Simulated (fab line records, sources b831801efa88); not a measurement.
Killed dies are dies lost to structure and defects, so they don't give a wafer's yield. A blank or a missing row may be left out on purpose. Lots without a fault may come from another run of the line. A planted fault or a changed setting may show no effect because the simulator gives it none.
Which tool did it? | flow sky130 | 13 lots, 39 wafers sampled, at 2 steps of a route of 708

WHAT THE GAUGES READ, wafer by wafer
SKY_CAP2M_THK_MEAS_01. Usual: CAP2M_CVD_00_THK 15.55 nm, standard deviation 0.19.
lot  | measured     | on            | CAP2M_CVD_00_THK (nm) | flag
L689 | day 39 13:30 | film_metro-03 | 15.10 15.14 15.21     |
L690 | day 40 18:35 | film_metro-02 | 15.49 15.55 15.69     |
L694 | day 40 21:12 | film_metro-04 | 15.51 15.47 15.51     |
L693 | day 41 01:46 | film_metro-04 | 15.37 15.64 15.80     |
L699 | day 42 10:49 | film_metro-04 | 15.41 15.60 15.78     |
L702 | day 43 13:46 | film_metro-03 | 15.31 15.65 15.46     |
L703 | day 43 14:04 | film_metro-03 | 15.43 15.61 15.91     |
L707 | day 44 15:13 | film_metro-04 | 15.43 15.62 15.91     |
L708 | day 45 11:27 | film_metro-04 | 15.59 15.22 15.41     |
L709 | day 45 14:31 | film_metro-03 | 15.44 15.41 15.84     |
L710 | day 46 03:39 | film_metro-03 | 15.30 15.27 15.53     |
L712 | day 47 02:59 | film_metro-03 | 15.28 15.36 15.85     |
L711 | day 47 03:15 | film_metro-02 | 15.46 15.32 15.75     |

SKY_CAP2M_THK_MEAS_04: measures by xrf. Usual: CAP2M_TIN_THK 202.1 nm, standard deviation 2.3.
lot  | measured     | on            | CAP2M_TIN_THK (nm) | flag
L689 | day 39 13:47 | film_metro-02 | 201.0 199.7 200.3  |
L690 | day 40 18:52 | film_metro-03 | 203.0 206.5 203.3  |
L694 | day 40 21:29 | film_metro-03 | 202.1 201.5 203.0  |
L693 | day 41 02:03 | film_metro-03 | 203.5 203.8 204.6  |
L699 | day 42 11:07 | film_metro-02 | 197.3 198.8 198.9  |
L702 | day 43 14:03 | film_metro-04 | 196.5 199.7 198.4  |
L703 | day 43 14:21 | film_metro-04 | 204.5 202.2 203.0  |
L707 | day 44 15:31 | film_metro-04 | 200.0 200.2 201.1  |
L708 | day 45 11:44 | film_metro-04 | 206.0 204.2 204.5  |
L709 | day 45 14:48 | film_metro-02 | 203.3 206.6 204.3  |
L710 | day 46 03:56 | film_metro-03 | 201.7 199.1 202.1  |
L712 | day 47 03:16 | film_metro-04 | 201.7 201.8 201.3  |
L711 | day 47 03:32 | film_metro-03 | 199.4 199.7 199.1  |

WHICH TOOL RAN EACH LOT (tool, then ch and the chambers of the sampled wafers, then the start)
The record holds no process step before these readings.

WHAT THE TOOLS THEMSELVES READ (means of the sampled wafers that have a number; where no wafer has one, the mark that the record gives instead)
The record holds no such reading with a usual standard deviation.

THE ANSWER, worked out from the rows above alone
Rule: a lot is off if the mean of its wafers that have a number lies more than 3 standard deviations from the usual mean. A lot without any number at a reading at which 4 lots or more have one is off too. The other lots that the step has rows for count as sound. The gauges are gone through in route order, then the tools' own readings, and for those a lot's mean is taken as printed above. The first step at which some lot is off is used, and at that step the reading that is off furthest; a lot without a number counts as furthest.
No lot is off at any reading shown: from this, nothing can be told.

WHAT THE SIMULATOR HAD PUT IN
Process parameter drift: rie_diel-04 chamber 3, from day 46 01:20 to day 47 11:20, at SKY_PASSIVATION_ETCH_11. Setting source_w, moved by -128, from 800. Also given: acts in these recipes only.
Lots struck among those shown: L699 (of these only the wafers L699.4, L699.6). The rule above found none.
